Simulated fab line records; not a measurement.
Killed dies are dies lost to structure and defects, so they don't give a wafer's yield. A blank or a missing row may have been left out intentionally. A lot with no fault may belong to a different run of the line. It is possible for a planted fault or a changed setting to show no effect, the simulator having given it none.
What tool caused it?	flow gf180mcu	Sampling: 24 lots, 72 wafers, 6 of 602 route steps

== WHAT EACH GAUGE READ, for each wafer ==
GF_STI_THK_MEAS_30.
lot	measured	on	STI_OXIDATION_02_THK (nm)
L074	day 2 05:33	film-metro-04	9.30 9.17 9.35
L075	day 2 11:23	film-metro-04	9.13 9.07 9.18
L076	day 2 16:41	film-metro-01	8.78 9.03 8.93
L077	day 2 23:49	film-metro-04	9.25 9.16 9.16
L078	day 3 02:50	film-metro-03	8.91 9.02 9.08
L079	day 3 08:31	film-metro-01	9.05 9.06 9.06
L080	day 3 14:56	film-metro-01	8.90 8.86 9.02
L081	day 3 18:08	film-metro-01	8.91 8.91 8.88
L082	day 3 23:13	film-metro-01	9.23 9.33 9.39
L083	day 4 03:41	film-metro-04	9.31 9.20 9.26
L084	day 4 09:16	film-metro-04	9.40 9.60 9.45
L085	day 4 15:56	film-metro-01	9.35 9.28 9.29
L086	day 4 19:24	film-metro-01	9.31 9.27 9.30
L087	day 5 00:38	film-metro-01	9.51 9.29 9.35
L088	day 5 06:06	film-metro-03	9.00 9.23 9.03
L089	day 5 11:55	film-metro-03	8.94 9.00 8.96
L090	day 5 17:12	film-metro-01	9.20 9.37 9.33
L091	day 5 20:28	film-metro-03	9.09 8.95 9.20
L092	day 6 04:47	film-metro-03	9.01 8.96 9.09
L093	day 6 10:10	film-metro-01	9.24 9.05 9.08
L094	day 6 13:34	film-metro-04	9.64 9.52 9.64
L095	day 6 22:24	film-metro-03	9.42 9.51 9.44
L096	day 7 00:13	film-metro-04	9.27 9.28 9.36
L097	day 7 06:45	film-metro-04	8.59 8.86 8.71

GF_NWELL_OVL_MEAS_07.
lot	measured	on	NWELL_OVL (nm)
L074	day 3 06:27	overlay-01	0.8 -2.4 0.2
L075	day 3 12:19	overlay-01	-2.9 -3.2 -2.6
L076	day 3 17:17	overlay-01	2.6 -0.7 0.7
L077	day 4 00:01	overlay-01	1.0 2.9 0.0
L078	day 4 05:37	overlay-01	-1.2 -1.5 -1.9
L079	day 4 11:13	overlay-01	1.3 3.2 2.2
L080	day 4 18:21	overlay-01	-0.8 -0.5 0.4
L081	day 4 20:59	overlay-01	0.5 -2.4 -1.1
L082	day 5 03:18	overlay-01	0.7 -0.6 -0.1
L083	day 5 08:22	overlay-01	-3.6 0.8 0.3
L084	day 5 12:48	overlay-01	-3.6 -1.6 -0.9
L085	day 5 20:19	overlay-01	-3.5 -1.7 -3.9
L086	day 6 00:37	overlay-01	-0.2 -1.5 -1.0
L087	day 6 05:25	overlay-01	-1.9 0.8 -2.0
L088	day 6 10:49	overlay-01	2.0 1.4 1.4
L089	day 6 17:56	overlay-01	-2.1 -3.0 -3.8
L090	day 6 23:15	overlay-02	1.6 0.4 0.6
L091	day 7 01:49	overlay-02	0.1 -0.3 0.0
L092	day 7 10:38	overlay-02	0.5 0.2 -0.1
L093	day 7 17:19	overlay-01	-2.4 -1.2 -1.6
L094	day 7 20:51	overlay-02	0.5 0.4 -0.2
L095	day 8 05:25	overlay-01	0.2 -0.5 2.3
L096	day 8 08:14	overlay-01	-1.9 -0.1 -2.1
L097	day 8 15:11	overlay-01	-2.8 -2.9 -3.1

GF_V5_OVL_MEAS_15.
lot	measured	on	V5_OVL (nm)
L074	day 27 05:07	overlay-01	-1 1 -8
L075	day 27 10:19	overlay-02	1 5 0
L076	day 27 20:46	overlay-01	-3 5 -7
L077	day 28 06:19	overlay-02	8 -2 1
L078	day 28 19:02	overlay-01	-5 7 -1
L079	day 28 20:10	overlay-01	-6 -4 -11
L080	day 29 05:58	overlay-02	-8 5 2
L081	day 29 16:26	overlay-01	-8 -4 0
L082	day 29 18:38	overlay-02	-3 0 -5
L083	day 29 22:52	overlay-01	-16 -6 -10
L084	day 30 05:58	overlay-02	-6 -1 -3
L085	day 30 16:07	overlay-01	-7 -3 -5
L086	day 30 21:28	overlay-02	6 0 3
L087	day 31 03:54	overlay-02	0 -8 -4
L088	day 31 06:54	overlay-02	-9 0 -5
L089	day 31 19:19	overlay-01	-3 -4 7
L090	day 31 22:52	overlay-02	-5 0 0
L091	day 32 04:16	overlay-01	2 5 2
L092	day 32 08:40	overlay-01	2 2 12
L093	day 32 14:52	overlay-01	4 -8 6
L094	day 33 00:02	overlay-02	7 6 7
L095	day 33 04:40	overlay-01	6 1 2
L096	day 33 09:55	overlay-02	-3 -5 -1
L097	day 33 17:07	overlay-01	6 6 2

== TOOL THAT RAN EACH LOT (tool first, then ch and the chambers of the sampled wafers, then the start) ==
lot	GF_VT_IMPLANT_RTA_45	GF_M2_SPUTTER_02	GF_M2_STRIP_17
L074	rtp-anneal-02 ch 0, day 7 12:18	pvd-sputter-04, day 18 03:08	plasma-asher-04 ch 0,1, day 19 03:19
L075	rtp-anneal-02 ch 0, day 7 19:56	pvd-sputter-02, day 18 09:26	plasma-asher-03 ch 0,1, day 19 09:59
L076	rtp-anneal-01 ch 0, day 8 01:08	pvd-sputter-04, day 18 21:56	plasma-asher-04 ch 0,1, day 19 22:59
L077	rtp-anneal-02 ch 0, day 8 09:38	pvd-sputter-04, day 19 09:37	plasma-asher-03 ch 0,1, day 20 10:17
L078	rtp-anneal-01 ch 0, day 8 16:22	pvd-sputter-02, day 19 23:23	plasma-asher-02 ch 0,1, day 20 23:37
L079	rtp-anneal-01 ch 0, day 8 22:27	pvd-sputter-02, day 20 03:34	plasma-asher-02 ch 0,1, day 21 03:17
L080	rtp-anneal-02 ch 0, day 9 07:56	pvd-sputter-04, day 20 14:14	plasma-asher-02 ch 0,1, day 21 14:37
L081	rtp-anneal-02 ch 0, day 9 11:23	pvd-sputter-02, day 21 04:12	plasma-asher-02 ch 0,1, day 22 03:45
L082	rtp-anneal-02 ch 0, day 9 19:26	pvd-sputter-02, day 21 06:49	plasma-asher-04 ch 0,1, day 22 06:34
L083	rtp-anneal-01 ch 0, day 10 00:52	pvd-sputter-04, day 21 12:33	plasma-asher-04 ch 0,1, day 22 11:47
L084	rtp-anneal-01 ch 0, day 10 07:31	pvd-sputter-02, day 21 21:38	plasma-asher-04 ch 0,1, day 22 20:40
L085	rtp-anneal-02 ch 0, day 10 17:02	pvd-sputter-03, day 22 10:19	plasma-asher-02 ch 0,1, day 23 09:42
L086	rtp-anneal-02 ch 0, day 10 20:17	pvd-sputter-04, day 22 16:38	plasma-asher-02 ch 0,1, day 23 16:08
L087	rtp-anneal-01 ch 0, day 11 02:26	pvd-sputter-02, day 23 00:32	plasma-asher-03 ch 0, day 23 23:53
L088	rtp-anneal-01 ch 0, day 11 09:02	pvd-sputter-03, day 23 07:08	plasma-asher-04 ch 0,1, day 24 06:32
L089	rtp-anneal-01 ch 0, day 11 18:26	pvd-sputter-02, day 23 21:35	plasma-asher-02 ch 0,1, day 24 20:10
L090	rtp-anneal-01 ch 0, day 12 00:14	pvd-sputter-02, day 24 01:59	plasma-asher-04 ch 0,1, day 25 00:37
L091	rtp-anneal-02 ch 0, day 12 06:07	pvd-sputter-04, day 24 10:55	plasma-asher-04 ch 0,1, day 25 08:40
L092	rtp-anneal-02 ch 0, day 12 16:53	pvd-sputter-04, day 24 18:42	plasma-asher-03 ch 0,1, day 25 16:47
L093	rtp-anneal-01 ch 0, day 12 23:07	pvd-sputter-03, day 24 22:45	plasma-asher-03 ch 0,1, day 25 21:07
L094	rtp-anneal-01 ch 0, day 13 04:35	pvd-sputter-02, day 25 10:14	plasma-asher-04 ch 0,1, day 26 07:52
L095	rtp-anneal-01 ch 0, day 13 15:25	pvd-sputter-04, day 25 19:32	plasma-asher-03 ch 0,1, day 26 16:52
L096	rtp-anneal-02 ch 0, day 13 18:26	pvd-sputter-02, day 26 01:55	plasma-asher-02 ch 0,1, day 26 22:40
L097	rtp-anneal-01 ch 0, day 14 03:48	pvd-sputter-03, day 26 10:41	plasma-asher-03 ch 0,1, day 27 07:53
- GF_VT_IMPLANT_RTA_45: time 30 s.
- GF_M2_SPUTTER_02: material AlCu, target thk 450 nm, time 23.9 s.
- GF_M2_STRIP_17: strips in O2/N2.

== AS READ BY THE TOOLS THEMSELVES (means over the sampled wafers that have a number; for cases with no such wafer, the mark the record gives instead) ==
GF_VT_IMPLANT_RTA_45.
lot	tool	lamp-power-pct (%)	wafer_temp_C_max
L074	rtp-anneal-02	35	1054.8
L075	rtp-anneal-02	35	1054.4
L076	rtp-anneal-01	47	1053.3
L077	rtp-anneal-02	35	1054.9
L078	rtp-anneal-01	47	1053.7
L079	rtp-anneal-01	47	1053.6
L080	rtp-anneal-02	35	1055.2
L081	rtp-anneal-02	35	1055.0
L082	rtp-anneal-02	35	1055.5
L083	rtp-anneal-01	47	1054.1
L084	rtp-anneal-01	47	1053.2
L085	rtp-anneal-02	35	1055.3
L086	rtp-anneal-02	35	1055.8
L087	rtp-anneal-01	47	1053.9
L088	rtp-anneal-01	47	1053.6
L089	rtp-anneal-01	47	1053.4
L090	rtp-anneal-01	47	1053.9
L091	rtp-anneal-02	35	1054.7
L092	rtp-anneal-02	35	1055.9
L093	rtp-anneal-01	47	1054.2
L094	rtp-anneal-01	47	1054.0
L095	rtp-anneal-01	47	1053.8
L096	rtp-anneal-02	35	1054.6
L097	rtp-anneal-01	47	1054.1

GF_M2_SPUTTER_02.
lot	tool	throttle-valve-pct (%)
L074	pvd-sputter-04	30.2
L075	pvd-sputter-02	30.3
L076	pvd-sputter-04	30.2
L077	pvd-sputter-04	31.0
L078	pvd-sputter-02	31.1
L079	pvd-sputter-02	30.4
L080	pvd-sputter-04	30.6
L081	pvd-sputter-02	30.0
L082	pvd-sputter-02	30.7
L083	pvd-sputter-04	30.0
L084	pvd-sputter-02	29.7
L085	pvd-sputter-03	29.8
L086	pvd-sputter-04	31.1
L087	pvd-sputter-02	30.5
L088	pvd-sputter-03	30.2
L089	pvd-sputter-02	31.1
L090	pvd-sputter-02	31.4
L091	pvd-sputter-04	30.6
L092	pvd-sputter-04	30.3
L093	pvd-sputter-03	29.5
L094	pvd-sputter-02	30.5
L095	pvd-sputter-04	30.6
L096	pvd-sputter-02	30.7
L097	pvd-sputter-03	30.9

GF_M2_STRIP_17.
lot	tool	drypump-motor-current-A (A)	heater-power-w (W)	oes-product-au (a.u.)	strip-time-to-endpoint-s (s)
L074	plasma-asher-04	5.51	307	0.534	7.36
L075	plasma-asher-03	5.77	331	0.537	7.45
L076	plasma-asher-04	5.53	300	0.537	7.37
L077	plasma-asher-03	5.82	336	0.539	7.36
L078	plasma-asher-02	6.05	302	0.537	7.42
L079	plasma-asher-02	5.95	281	0.542	7.44
L080	plasma-asher-02	5.95	276	0.536	7.44
L081	plasma-asher-02	5.95	279	0.542	7.40
L082	plasma-asher-04	5.51	307	0.544	7.44
L083	plasma-asher-04	5.52	307	0.540	7.42
L084	plasma-asher-04	5.51	306	0.534	7.36
L085	plasma-asher-02	5.94	276	0.540	7.44
L086	plasma-asher-02	6.05	301	0.534	7.36
L087	plasma-asher-03	5.66	329	0.536	7.43
L088	plasma-asher-04	5.63	308	0.542	7.42
L089	plasma-asher-02	6.06	301	0.535	7.45
L090	plasma-asher-04	5.52	305	0.542	7.44
L091	plasma-asher-04	5.64	311	0.536	7.42
L092	plasma-asher-03	5.84	334	0.533	7.36
L093	plasma-asher-03	5.74	336	0.538	7.35
L094	plasma-asher-04	5.50	302	0.541	7.39
L095	plasma-asher-03	5.81	332	0.538	7.51
L096	plasma-asher-02	6.05	300	0.537	7.39
L097	plasma-asher-03	5.75	329	0.536	7.37

== THE ANSWER, worked out from the rows above alone ==
Rule: the usual values come from the lots themselves. The widest of any qualifying gaps counts: lots, ordered by their means at a reading, are off when they make up no more than a third of the lots, leave a main group of 4 or more, and stand apart from it by 3 or more times the standard deviation of that group's means. The tables above print the reading to a certain number of digits; a main group whose means all agree to those digits is not used. A lot without any number at a reading at which 4 lots or more have one is off too. Where the step has rows for the other lots, those lots are counted as sound. The gauges are gone through in route order, then the tools' own readings, and for those a lot's mean is taken as printed above. The first step at which some lot is off is used, and at that step the reading that is off furthest; a lot without a number counts as furthest.
None of the lots is off at any reading shown; this tells nothing.

== WHAT THE SIMULATOR HAD INSERTED ==
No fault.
